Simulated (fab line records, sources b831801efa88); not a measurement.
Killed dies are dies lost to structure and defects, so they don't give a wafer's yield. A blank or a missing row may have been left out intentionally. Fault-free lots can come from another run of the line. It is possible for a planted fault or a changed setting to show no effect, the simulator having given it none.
The tool behind it: which one? -- flow sky130 -- 13 lots with 39 wafers sampled at 6 steps, on a route of 708 steps

WHAT THE GAUGES SHOWED, per wafer
SKY_SD_P_CD_MEAS_07 targets a cd of 380 nm. Usual: cd-nm at 379.6 nm, with a standard deviation of 2.6.
lot,measured,on,cd-nm (nm),flag
L292,day 26 02:27,cd-sem-02,383.5 381.6 380.8,
L293,day 26 06:52,cd-sem-01,376.4 377.8 378.7,
L295,day 26 16:41,cd-sem-02,381.3 380.7 382.4,
L296,day 27 05:23,cd-sem-02,382.3 380.9 385.9,
L297,day 27 08:41,cd-sem-02,381.3 380.7 383.0,
L300,day 28 10:28,cd-sem-02,379.8 380.6 379.9,
L302,day 29 12:14,cd-sem-02,381.6 383.1 382.4,
L303,day 29 17:50,cd-sem-02,379.4 380.1 378.8,
L305,day 30 09:17,cd-sem-02,374.7 380.2 376.6,
L307,day 30 20:24,cd-sem-01,379.1 378.1 376.3,
L308,day 31 02:46,cd-sem-02,380.3 379.5 379.6,
L312,day 32 07:39,cd-sem-01,377.7 380.1 379.9,
L315,day 33 14:46,cd-sem-01,375.0 375.9 374.9,

SKY_SD_N_RS_MEAS_16: measures by four-point-probe. Usual: SD_N_RS 68.60 ohm/sq, standard deviation 0.13.
lot,measured,on,SD_N_RS (ohm/sq),flag
L292,day 28 14:10,film-metro-03,68.64 68.66 68.51,
L293,day 28 18:44,film-metro-03,68.53 68.66 68.53,
L295,day 29 03:23,film-metro-03,68.79 68.71 68.66,
L296,day 29 15:22,film-metro-01,68.90 68.87 68.84,
L297,day 29 20:02,film-metro-04,68.46 68.49 68.40,
L300,day 30 20:40,film-metro-04,68.64 68.54 68.61,
L302,day 31 20:55,film-metro-04,68.47 68.39 68.40,
L303,day 32 02:31,film-metro-01,68.56 68.64 68.76,
L305,day 32 17:29,film-metro-01,68.64 68.60 68.67,
L307,day 33 03:22,film-metro-04,68.56 68.53 68.54,
L308,day 33 11:22,film-metro-01,68.67 68.53 68.58,
L312,day 34 16:04,film-metro-04,68.33 68.26 68.42,
L315,day 35 20:58,film-metro-04,68.66 68.49 68.51,

SKY_LOCAL_INTERCONNECT_RS_MEAS_01: measures by four-point-probe. Usual: LOCAL_INTERCONNECT_TIN_RS 14.09 ohm/sq, standard deviation 0.19.
lot,measured,on,LOCAL_INTERCONNECT_TIN_RS (ohm/sq),flag
L292,day 29 21:13,film-metro-01,14.08 13.99 14.30,
L293,day 30 00:39,film-metro-01,14.04 14.24 13.84,
L295,day 30 10:14,film-metro-01,14.22 14.09 14.43,
L296,day 30 21:29,film-metro-02,13.88 14.09 14.16,
L297,day 31 01:14,film-metro-02,14.32 14.13 14.20,
L300,day 32 04:23,film-metro-01,13.77 13.89 13.78,
L302,day 33 03:01,film-metro-02,14.17 14.21 14.00,
L303,day 33 10:28,film-metro-02,13.99 13.98 13.99,
L305,day 33 23:05,film-metro-01,14.57 14.48 14.42,
L307,day 34 09:07,film-metro-03,14.17 10.83 14.34,OFF
L308,day 34 16:20,film-metro-02,14.19 13.90 13.92,
L312,day 35 20:44,film-metro-02,14.29 14.19 14.13,
L315,day 37 00:58,film-metro-02,14.20 14.61 14.10,

SKY_LOCAL_INTERCONNECT_THK_MEAS_02: measures by xrf. Usual: LOCAL_INTERCONNECT_TIN_THK 101.6 nm, standard deviation 1.3.
lot,measured,on,LOCAL_INTERCONNECT_TIN_THK (nm),flag
L292,day 29 21:20,film-metro-01,101.8 102.4 100.6,
L293,day 30 00:46,film-metro-01,101.5 100.6 103.2,
L295,day 30 10:22,film-metro-01,100.4 101.8 99.6,
L296,day 30 21:36,film-metro-02,102.8 101.3 100.7,
L297,day 31 01:21,film-metro-02,99.2 100.5 99.8,
L300,day 32 04:29,film-metro-01,104.5 103.3 104.1,
L302,day 33 03:08,film-metro-02,100.9 100.4 102.1,
L303,day 33 10:34,film-metro-02,101.9 102.0 101.9,
L305,day 33 23:12,film-metro-01,98.0 98.8 99.5,
L307,day 34 09:14,film-metro-03,101.8 131.6 101.0,OFF
L308,day 34 16:28,film-metro-02,100.6 102.5 102.6,
L312,day 35 20:49,film-metro-02,100.1 100.4 101.4,
L315,day 37 01:05,film-metro-02,101.2 98.5 101.4,

EACH LOT AND THE TOOL THAT RAN IT (in order: tool; ch and the chambers of the sampled wafers; start)
lot,SKY_POLY_CUT_STRIP_12,SKY_LOCAL_INTERCONNECT_SPUTTER_00
L292,"plasma-asher-04 ch 0,1, day 24 21:13","pvd-sputter-02, day 29 21:09"
L293,"plasma-asher-02 ch 1, day 25 01:40","pvd-sputter-04, day 30 00:34"
L295,"plasma-asher-04 ch 0,1, day 25 11:32","pvd-sputter-04, day 30 10:10"
L296,"plasma-asher-04 ch 0,1, day 26 00:31","pvd-sputter-02, day 30 21:25"
L297,"plasma-asher-04 ch 0,1, day 26 03:13","pvd-sputter-01, day 31 01:10"
L300,"plasma-asher-04 ch 0,1, day 27 05:59","pvd-sputter-04, day 32 04:18"
L302,"plasma-asher-04 ch 0,1, day 28 08:22","pvd-sputter-04, day 33 02:58"
L303,"plasma-asher-04 ch 0,1, day 28 13:17","pvd-sputter-04, day 33 10:22"
L305,"plasma-asher-03 ch 0,1, day 29 05:46","pvd-sputter-01, day 33 23:01"
L307,"plasma-asher-02 ch 0,1, day 29 16:58","pvd-sputter-04, day 34 09:02"
L308,"plasma-asher-03 ch 0,1, day 29 23:19","pvd-sputter-02, day 34 16:17"
L312,"plasma-asher-03 ch 0,1, day 31 03:37","pvd-sputter-01, day 35 20:37"
L315,"plasma-asher-04 ch 1, day 32 10:40","pvd-sputter-01, day 37 00:53"
- SKY_POLY_CUT_STRIP_12: strips in O2/N2.
- SKY_LOCAL_INTERCONNECT_SPUTTER_00: material TiN, target thk 100 nm, time 83.3 s.

WHAT THE TOOLS THEMSELVES READ (means of the sampled wafers that have a number; where no wafer has one, the mark that the record gives instead)
SKY_POLY_CUT_STRIP_12. Usual: drypump-motor-current-A 6.0 A, standard deviation 0.47; oes-product-au 0.453 a.u., standard deviation 0.0041; strip-time-to-endpoint-s 5.352 s, standard deviation 0.02.
lot,tool,drypump-motor-current-A (A),oes-product-au (a.u.),strip-time-to-endpoint-s (s),flag
L292,plasma-asher-04,6.1,0.453,5.395,
L293,plasma-asher-02,6.1,0.451,5.331,
L295,plasma-asher-04,6.3,0.453,5.332,
L296,plasma-asher-04,6.3,0.448,5.352,
L297,plasma-asher-04,6.3,0.454,5.367,
L300,plasma-asher-04,6.1,0.451,5.341,
L302,plasma-asher-04,6.1,0.454,5.377,
L303,plasma-asher-04,6.3,0.453,5.354,
L305,plasma-asher-03,6.1,0.454,5.365,
L307,plasma-asher-02,5.3,0.451,5.377,
L308,plasma-asher-03,6.0,0.452,5.343,
L312,plasma-asher-03,6.0,0.453,5.353,
L315,plasma-asher-04,5.8,0.452,5.345,

SKY_LOCAL_INTERCONNECT_SPUTTER_00. Usual: cathode-dc-power-W 6500.1 W, standard deviation 1.2; throttle-valve-pct 30.2 %, standard deviation 0.96.
lot,tool,cathode-dc-power-W (W),throttle-valve-pct (%),flag
L292,pvd-sputter-02,6501.1,29.1,
L293,pvd-sputter-04,6498.6,30.3,
L295,pvd-sputter-04,6500.1,30.2,
L296,pvd-sputter-02,6499.9,29.3,
L297,pvd-sputter-01,6499.6,29.8,
L300,pvd-sputter-04,6500.4,30.6,
L302,pvd-sputter-04,6499.9,30.3,
L303,pvd-sputter-04,6499.3,31.1,
L305,pvd-sputter-01,6500.4,30.0,
L307,pvd-sputter-04,7119.6,30.3,OFF
L308,pvd-sputter-02,6499.7,29.6,
L312,pvd-sputter-01,6499.9,30.1,
L315,pvd-sputter-01,6500.6,29.0,

THE ANSWER, worked out from the rows above alone
Rule: lot off if the mean of its wafers having a number is beyond 3 standard deviations from the usual mean. A lot without any number at a reading at which 4 lots or more have one is off too. The other lots that the step has rows for count as sound. After the gauges, taken in route order, come the tools' own readings; for these a lot's mean is taken, as printed above. At the first step where some lot is off, the reading lying furthest off is the one used; lots without a number count as furthest.
Off: at SKY_LOCAL_INTERCONNECT_RS_MEAS_01 (LOCAL_INTERCONNECT_TIN_RS), L307.
If a tool, at a process step before that reading, ran all the lots that are off and no sound lot after the first of them, it fits. The gauges at SKY_LOCAL_INTERCONNECT_RS_MEAS_01 aren't tried: what is off there is off at SKY_LOCAL_INTERCONNECT_SPUTTER_00 too, on other tools, and a gauge's error can't cause that. This does not decide it: 2 tools fit, namely plasma-asher-02 at SKY_POLY_CUT_STRIP_12 and pvd-sputter-04 at SKY_LOCAL_INTERCONNECT_SPUTTER_00.

WHAT THE SIMULATOR HAD INSERTED
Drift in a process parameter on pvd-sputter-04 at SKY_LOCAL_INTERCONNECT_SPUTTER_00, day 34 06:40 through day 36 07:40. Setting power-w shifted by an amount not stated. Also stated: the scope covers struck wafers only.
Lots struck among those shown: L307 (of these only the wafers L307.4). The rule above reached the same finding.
